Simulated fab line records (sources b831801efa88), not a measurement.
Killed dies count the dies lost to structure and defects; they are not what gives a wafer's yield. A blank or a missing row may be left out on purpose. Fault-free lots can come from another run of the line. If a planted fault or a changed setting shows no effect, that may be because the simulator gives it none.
Which tool was responsible? | flow sky130 | 12 lots, 36 wafers sampled, at 5 steps of a route of 708

== WHAT THE GAUGES SHOWED, per wafer ==
SKY_VT_ADJUST_HVTP_CD_MEAS_07: target cd 380 nm.
lot  | measured     | on       | cdNm (nm)
L656 | day 6 04:10  | cdSem-01 | 379.4 381.3 382.0
L657 | day 6 09:17  | cdSem-02 | 378.9 376.5 377.2
L659 | day 6 23:19  | cdSem-02 | 376.1 376.5 378.5
L662 | day 7 22:43  | cdSem-02 | 378.4 378.8 378.3
L664 | day 8 05:42  | cdSem-02 | 378.9 382.0 383.3
L665 | day 8 10:50  | cdSem-02 | 385.8 384.7 382.7
L666 | day 9 01:19  | cdSem-01 | 377.9 375.8 375.8
L674 | day 10 23:35 | cdSem-02 | 380.4 379.1 378.5
L675 | day 11 05:14 | cdSem-01 | 383.3 380.2 383.7
L676 | day 11 05:53 | cdSem-01 | 382.7 382.2 381.3
L677 | day 11 12:23 | cdSem-01 | 380.5 384.1 380.1
L678 | day 12 01:16 | cdSem-02 | 382.7 382.7 385.1

SKY_SONOS_ONO_CD_MEAS_13: target cd 410 nm.
lot  | measured     | on       | cdNm (nm)
L656 | day 12 17:40 | cdSem-01 | 408.8 408.2 407.0
L657 | day 12 23:31 | cdSem-01 | 411.6 415.7 413.8
L659 | day 14 00:29 | cdSem-01 | 410.4 410.9 411.0
L662 | day 15 00:13 | cdSem-01 | 410.7 409.1 409.8
L664 | day 15 07:51 | cdSem-02 | 387.5 384.4 396.2
L665 | day 15 18:27 | cdSem-01 | 394.4 389.8 380.8
L666 | day 16 08:52 | cdSem-02 | 416.7 411.3 415.0
L674 | day 18 19:29 | cdSem-02 | 413.8 411.3 413.1
L675 | day 19 06:25 | cdSem-01 | 406.3 407.0 406.4
L676 | day 19 13:54 | cdSem-02 | 413.8 413.3 413.0
L677 | day 19 17:23 | cdSem-01 | 413.4 412.5 413.0
L678 | day 20 10:49 | cdSem-02 | 408.3 410.0 409.5

== WHICH TOOL RAN EACH LOT (tool, then ch and the chambers of the sampled wafers, then the start) ==
lot  | SKY_FIELD_ISO_ETCH_17          | SKY_VT_ADJUST_HVTR_STRIP_10         | SKY_SONOS_ONO_EXPOSE_10
L656 | rieSi-01 ch 0,2,3, day 2 04:10 | plasmaAsher-02 ch 0,1, day 9 14:16  | ilineStepper-01 ch 0, day 12 05:22
L657 | rieSi-01 ch 0,1,2, day 2 08:37 | plasmaAsher-02 ch 0,1, day 9 18:04  | ilineStepper-02 ch 0, day 12 11:49
L659 | rieSi-02 ch 0,1, day 2 22:55   | plasmaAsher-01 ch 1, day 10 13:16   | ilineStepper-02 ch 0, day 13 12:31
L662 | rieSi-01 ch 0,1,3, day 3 12:55 | plasmaAsher-04 ch 1, day 11 14:23   | ilineStepper-02 ch 0, day 14 11:31
L664 | rieSi-02 ch 0,2,3, day 3 21:46 | plasmaAsher-01 ch 0,1, day 11 22:14 | ilineStepper-02 ch 0, day 14 18:19
L665 | rieSi-02 ch 0,2,3, day 4 04:31 | plasmaAsher-02 ch 0,1, day 12 04:27 | ilineStepper-02 ch 0, day 15 04:18
L666 | rieSi-02 ch 1,2, day 4 13:40   | plasmaAsher-04 ch 0,1, day 12 19:47 | ilineStepper-01 ch 0, day 15 19:35
L674 | rieSi-02 ch 0,2, day 6 02:25   | plasmaAsher-01 ch 0,1, day 15 00:55 | ilineStepper-02 ch 0, day 18 05:19
L675 | rieSi-01 ch 0,1,2, day 6 07:07 | plasmaAsher-01 ch 0,1, day 15 10:16 | ilineStepper-01 ch 0, day 18 15:12
L676 | rieSi-01 ch 1,3, day 6 12:25   | plasmaAsher-02 ch 0, day 15 11:09   | ilineStepper-02 ch 0, day 18 23:28
L677 | rieSi-01 ch 0,2,3, day 6 18:55 | plasmaAsher-01 ch 0,1, day 15 19:06 | ilineStepper-02 ch 0, day 19 02:53
L678 | rieSi-01 ch 0,1,2, day 7 02:01 | plasmaAsher-04 ch 0,1, day 16 09:00 | ilineStepper-01 ch 0, day 19 19:56
- SKY_FIELD_ISO_ETCH_17: etches Si in HBr/Cl2/O2, target depth 342 nm, time 97.7 s.
- SKY_VT_ADJUST_HVTR_STRIP_10: strips in O2/N2.
- SKY_SONOS_ONO_EXPOSE_10: exposes mask ONOM, target cd 410 nm.

== AS READ BY THE TOOLS THEMSELVES (means over the sampled wafers that have a number; for cases with no such wafer, the mark the record gives instead) ==
SKY_FIELD_ISO_ETCH_17.
lot  | tool     | drypumpMotorCurrentA (A) | mfcCl2Sccm (sccm) | oesProductAu (a.u.) | throttleValvePct (%)
L656 | rieSi-01 | 5.2                      | 39.91             | 1.004               | 25.653
L657 | rieSi-01 | 5.5                      | 40.06             | 0.993               | 25.663
L659 | rieSi-02 | 6.3                      | 39.97             | 0.997               | 25.667
L662 | rieSi-01 | 5.5                      | 40.07             | 1.001               | 25.657
L664 | rieSi-02 | 5.9                      | 40.10             | 1.001               | 25.656
L665 | rieSi-02 | 5.9                      | 39.99             | 1.009               | 25.652
L666 | rieSi-02 | 5.8                      | 40.01             | 1.009               | 25.655
L674 | rieSi-02 | 5.7                      | 39.95             | 1.008               | 25.650
L675 | rieSi-01 | 5.5                      | 40.05             | 1.002               | 25.649
L676 | rieSi-01 | 5.7                      | 39.96             | 0.994               | 25.662
L677 | rieSi-01 | 5.2                      | 40.06             | 0.999               | 25.660
L678 | rieSi-01 | 5.5                      | 40.10             | 0.994               | 25.663

SKY_VT_ADJUST_HVTR_STRIP_10.
lot  | tool           | drypumpMotorCurrentA (A) | oesProductAu (a.u.) | stripTimeToEndpointS (s)
L656 | plasmaAsher-02 | 5.9                      | 0.715               | 14.16
L657 | plasmaAsher-02 | 5.9                      | 0.715               | 14.09
L659 | plasmaAsher-01 | 5.2                      | 0.717               | 14.27
L662 | plasmaAsher-04 | 6.5                      | 0.711               | 14.23
L664 | plasmaAsher-01 | 5.3                      | 0.714               | 14.14
L665 | plasmaAsher-02 | 5.9                      | 0.718               | 14.19
L666 | plasmaAsher-04 | 5.6                      | 0.719               | 14.18
L674 | plasmaAsher-01 | 5.3                      | 0.718               | 14.13
L675 | plasmaAsher-01 | 5.4                      | 0.712               | 14.14
L676 | plasmaAsher-02 | 5.9                      | 0.715               | 14.19
L677 | plasmaAsher-01 | 5.3                      | 0.715               | 14.21
L678 | plasmaAsher-04 | 6.0                      | 0.714               | 14.20

SKY_SONOS_ONO_EXPOSE_10.
lot  | tool            | reticleTempC (C)
L656 | ilineStepper-01 | 22.99
L657 | ilineStepper-02 | 23.00
L659 | ilineStepper-02 | 23.03
L662 | ilineStepper-02 | 22.89
L664 | ilineStepper-02 | 23.00
L665 | ilineStepper-02 | 23.08
L666 | ilineStepper-01 | 22.89
L674 | ilineStepper-02 | 22.99
L675 | ilineStepper-01 | 22.95
L676 | ilineStepper-02 | 22.94
L677 | ilineStepper-02 | 22.99
L678 | ilineStepper-01 | 23.03

== THE ANSWER, worked out from the rows above alone ==
Rule: the lots themselves supply what counts as usual. Put in order of their means at a reading, lots are off if they are a third of the lots or fewer, leave a main group of 4 or more, and stand apart from it by a gap of 3 or more times the standard deviation of the main group's means; of several such gaps the widest counts. If all means in a main group match to the digits the tables above print for the reading, that group is not used. A lot without any number at a reading at which 4 lots or more have one is off too. Any other lot the step has rows for is counted as sound. The gauges are gone through in route order, then the tools' own readings, and for those a lot's mean is taken as printed above. At the first step where some lot is off, the reading lying furthest off is the one used; lots without a number count as furthest.
Off, at SKY_SONOS_ONO_CD_MEAS_13 on cdNm: L664, L665. Main group: mean 411.2 nm, sd 2.5.
A tool fits if, at a process step before that reading, it ran every lot that is off, and no sound lot after the first of them. Gauges at SKY_SONOS_ONO_CD_MEAS_13: tried the same way as those tools. Not one of the candidates tried fits.

== WHAT THE SIMULATOR PUT IN ==
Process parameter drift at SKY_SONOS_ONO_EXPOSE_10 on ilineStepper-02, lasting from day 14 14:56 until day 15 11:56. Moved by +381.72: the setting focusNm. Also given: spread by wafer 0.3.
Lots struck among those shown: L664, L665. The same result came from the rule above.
